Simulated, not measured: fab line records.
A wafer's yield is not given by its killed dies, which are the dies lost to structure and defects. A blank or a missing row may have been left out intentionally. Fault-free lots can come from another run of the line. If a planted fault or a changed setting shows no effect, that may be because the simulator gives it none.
Which tool is to blame? | flow gf180mcu | route of 602 steps, sampled at 1 step: 12 lots, 36 wafers

WHAT THE GAUGES READ, wafer by wafer
GF_VT_IMPLANT_RS_MEAS_48: the measuring method here is four-point-probe.
lot  | measured     | on            | LVPWELL_RS (ohm/sq)
L075 | day 7 22:38  | film-metro-04 | 1197 1193 1195
L077 | day 8 09:34  | film-metro-03 | 1200 1198 1204
L079 | day 8 22:05  | film-metro-03 | 1204 1208 1205
L081 | day 9 12:11  | film-metro-02 | 1192 1195 1191
L083 | day 10 10:47 | film-metro-03 | 1202 1199 1202
L085 | day 10 20:47 | film-metro-03 | 1208 1206 1204
L087 | day 11 05:56 | film-metro-02 | 1191 1195 1198
L089 | day 11 16:20 | film-metro-03 | 1205 1207 1207
L091 | day 12 06:52 | film-metro-02 | 1190 1193 1195
L093 | day 12 21:57 | film-metro-02 | 1196 1197 1201
L095 | day 13 08:20 | film-metro-02 | 1193 1195 1194
L097 | day 13 21:52 | film-metro-03 | 1198 1201 1202

TOOL THAT RAN EACH LOT (tool first, then ch and the chambers of the sampled wafers, then the start)
The record shows no process step preceding these readings.

THE ANSWER, worked out from the rows above alone
Rule: the usual values come from the lots themselves. Put in order of their means at a reading, lots are off if they are a third of the lots or fewer, leave a main group of 4 or more, and stand apart from it by a gap of 3 or more times the standard deviation of the main group's means; of several such gaps the widest counts. A main group whose means are all the same, to the digits that the tables above print for the reading, isn't used. A lot without any number at a reading at which 4 lots or more have one is off too. Where the step has rows for the other lots, those lots are counted as sound.
No lot is off on any of the readings shown, so nothing can be concluded from this.

WHAT THE SIMULATOR PUT IN
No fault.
